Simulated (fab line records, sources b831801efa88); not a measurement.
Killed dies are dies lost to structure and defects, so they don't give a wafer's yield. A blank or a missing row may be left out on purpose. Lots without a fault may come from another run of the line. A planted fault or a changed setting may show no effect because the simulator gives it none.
Which tool did it? | flow sky130 | 9 lots, 27 wafers sampled, at 6 steps of a route of 708

WHAT THE GAUGES READ, wafer by wafer
SKY_METAL5_RS_MEAS_05: measures by four-point-probe.
lot  | measured     | on            | METAL5_ALCU_RS (ohm/sq)
L634 | day 43 00:02 | film_metro-03 | 0.0274 0.0274 0.0277
L637 | day 43 21:21 | film_metro-03 | 0.0270 0.0268 0.0263
L639 | day 44 13:29 | film_metro-04 | 0.0273 0.0272 0.0266
L640 | day 45 03:19 | film_metro-04 | 0.0274 0.0275 0.0266
L641 | day 45 04:13 | film_metro-02 | 0.0268 0.0269 0.0266
L651 | day 47 10:14 | film_metro-03 | 0.0267 0.0269 0.0555 0.0267 0.0268 0.0554
L652 | day 47 18:35 | film_metro-03 | 0.0272 0.0269 0.0275
L654 | day 48 05:04 | film_metro-04 | 0.0274 0.0274 0.0276
L657 | day 49 02:14 | film_metro-03 | 0.0272 0.0268 0.0274

SKY_METAL5_THK_MEAS_06: measures by xrf.
lot  | measured     | on            | METAL5_ALCU_THK (nm)
L634 | day 43 00:10 | film_metro-03 | 1143 1145 1131
L637 | day 43 21:28 | film_metro-03 | 1162 1164 1183
L639 | day 44 13:37 | film_metro-04 | 1168 1163 1201
L640 | day 45 03:26 | film_metro-04 | 1162 1163 1200
L641 | day 45 04:20 | film_metro-02 | 1176 1174 1187
L651 | day 47 13:49 | film_metro-03 | 1174 1159 564 1170 1164 564
L652 | day 47 18:42 | film_metro-03 | 1145 1161 1137
L654 | day 48 05:11 | film_metro-04 | 1166 1146 1148
L657 | day 49 02:20 | film_metro-03 | 1145 1173 1148

WHICH TOOL RAN EACH LOT (tool, then ch and the chambers of the sampled wafers, then the start)
lot  | SKY_METAL4_ETCH_17                 | SKY_VIA4_STRIP_13                    | SKY_VIA4_SPUTTER_17          | SKY_METAL5_SPUTTER_02
L634 | rie_diel-01 ch 0,2,3, day 41 21:09 | plasma_asher-02 ch 0,1, day 42 22:35 | pvd_sputter-03, day 42 23:11 | pvd_sputter-01, day 42 23:55
L637 | rie_diel-01 ch 1,3, day 42 19:22   | plasma_asher-03 ch 0, day 43 19:50   | pvd_sputter-03, day 43 20:28 | pvd_sputter-04, day 43 21:13
L639 | rie_diel-03 ch 2,3, day 43 12:10   | plasma_asher-03 ch 0, day 44 12:02   | pvd_sputter-03, day 44 12:38 | pvd_sputter-01, day 44 13:22
L640 | rie_diel-02 ch 0,2,3, day 44 01:43 | plasma_asher-03 ch 0,1, day 45 01:43 | pvd_sputter-01, day 45 02:18 | pvd_sputter-01, day 45 03:12
L641 | rie_diel-02 ch 1,2,3, day 44 02:33 | plasma_asher-04 ch 0,1, day 45 02:14 | pvd_sputter-04, day 45 02:49 | pvd_sputter-04, day 45 04:06
L651 | rie_diel-01 ch 0,1,2, day 46 10:54 | plasma_asher-04 ch 0,1, day 47 08:44 | pvd_sputter-03, day 47 09:22 | pvd_sputter-04, day 47 10:07
L652 | rie_diel-01 ch 0,2,3, day 46 19:52 | plasma_asher-04 ch 0,1, day 47 17:08 | pvd_sputter-01, day 47 17:44 | pvd_sputter-02, day 47 18:28
L654 | rie_diel-02 ch 1,2, day 47 06:38   | plasma_asher-03 ch 0,1, day 48 03:29 | pvd_sputter-01, day 48 04:08 | pvd_sputter-02, day 48 04:57
L657 | rie_diel-01 ch 0,3, day 48 04:55   | plasma_asher-04 ch 0,1, day 49 00:46 | pvd_sputter-03, day 49 01:20 | pvd_sputter-01, day 49 02:05
- SKY_METAL4_ETCH_17: etches SiO2 in C4F8/O2/Ar, stops on TiN, time 3.9 s, target depth 15 nm.
- SKY_VIA4_STRIP_13: strips in O2/N2.
- SKY_VIA4_SPUTTER_17: material TiN, target thk 20 nm, time 80 s.
- SKY_METAL5_SPUTTER_02: material AlCu, target thk 1150 nm, time 61.2 s.

WHAT THE TOOLS THEMSELVES READ (means of the sampled wafers that have a number; where no wafer has one, the mark that the record gives instead)
SKY_METAL4_ETCH_17.
lot  | tool        | oes_product_au (a.u.)
L634 | rie_diel-01 | 0.754
L637 | rie_diel-01 | 0.761
L639 | rie_diel-03 | 0.755
L640 | rie_diel-02 | 0.754
L641 | rie_diel-02 | 0.764
L651 | rie_diel-01 | 0.759
L652 | rie_diel-01 | 0.754
L654 | rie_diel-02 | 0.754
L657 | rie_diel-01 | 0.751

SKY_VIA4_STRIP_13.
lot  | tool            | drypump_motor_current_A (A) | oes_product_au (a.u.) | strip_time_to_endpoint_s (s)
L634 | plasma_asher-02 | 5.6                         | 0.705                 | 12.85
L637 | plasma_asher-03 | 5.9                         | 0.714                 | 12.81
L639 | plasma_asher-03 | 5.9                         | 0.711                 | 12.78
L640 | plasma_asher-03 | 6.0                         | 0.714                 | 12.75
L641 | plasma_asher-04 | 6.0                         | 0.709                 | 12.80
L651 | plasma_asher-04 | 6.0                         | 0.709                 | 12.87
L652 | plasma_asher-04 | 6.1                         | 0.709                 | 12.83
L654 | plasma_asher-03 | 6.3                         | 0.707                 | 12.85
L657 | plasma_asher-04 | 6.1                         | 0.715                 | 12.80

SKY_VIA4_SPUTTER_17.
lot  | tool           | cathode_dc_power_W (W) | throttle_valve_pct (%)
L634 | pvd_sputter-03 | 4000.7                 | 30.8
L637 | pvd_sputter-03 | 3999.8                 | 30.3
L639 | pvd_sputter-03 | 4000.4                 | 29.9
L640 | pvd_sputter-01 | 4000.5                 | 30.6
L641 | pvd_sputter-04 | 4000.4                 | 29.9
L651 | pvd_sputter-03 | 3999.9                 | 30.3
L652 | pvd_sputter-01 | 4000.2                 | 30.5
L654 | pvd_sputter-01 | 4000.3                 | 29.7
L657 | pvd_sputter-03 | 3999.9                 | 30.3

SKY_METAL5_SPUTTER_02.
lot  | tool           | cathode_dc_power_W (W) | throttle_valve_pct (%)
L634 | pvd_sputter-01 | 10600                  | 30.5
L637 | pvd_sputter-04 | 10600                  | 30.3
L639 | pvd_sputter-01 | 10600                  | 31.0
L640 | pvd_sputter-01 | 10601                  | 30.8
L641 | pvd_sputter-04 | 10600                  | 30.1
L651 | pvd_sputter-04 | 10599                  | 29.8
L652 | pvd_sputter-02 | 10599                  | 29.0
L654 | pvd_sputter-02 | 10602                  | 28.8
L657 | pvd_sputter-01 | 10599                  | 28.4

THE ANSWER, worked out from the rows above alone
Rule: what is usual is taken from the lots themselves. Put in order of their means at a reading, lots are off if they are a third of the lots or fewer, leave a main group of 4 or more, and stand apart from it by a gap of 3 or more times the standard deviation of the main group's means; of several such gaps the widest counts. A main group whose means are all the same, to the digits that the tables above print for the reading, isn't used. A lot without any number at a reading at which 4 lots or more have one is off too. The other lots that the step has rows for count as sound. The gauges are gone through in route order, then the tools' own readings, and for those a lot's mean is taken as printed above. The first step at which some lot is off is used, and at that step the reading that is off furthest; a lot without a number counts as furthest.
Off: L651, at SKY_METAL5_RS_MEAS_05 (METAL5_ALCU_RS). The main group: mean 0.0271 ohm/sq, standard deviation 0.00027.
A tool fits if, at a process step before that reading, it ran every lot that is off, and no sound lot after the first of them. The gauges at SKY_METAL5_RS_MEAS_05 aren't tried: what is off there is off at SKY_METAL4_ETCH_17 too, on other tools, and a gauge's error can't cause that. One fits: pvd_sputter-04 at SKY_METAL5_SPUTTER_02. Its last sound lot is L641 (day 45 04:06), its first lot that is off L651 (day 47 10:07): a fault that began between those two fits.

WHAT THE SIMULATOR HAD PUT IN
Process parameter drift: pvd_sputter-04, from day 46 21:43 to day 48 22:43, at SKY_METAL5_SPUTTER_02. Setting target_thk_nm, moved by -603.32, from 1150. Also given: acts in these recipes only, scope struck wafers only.
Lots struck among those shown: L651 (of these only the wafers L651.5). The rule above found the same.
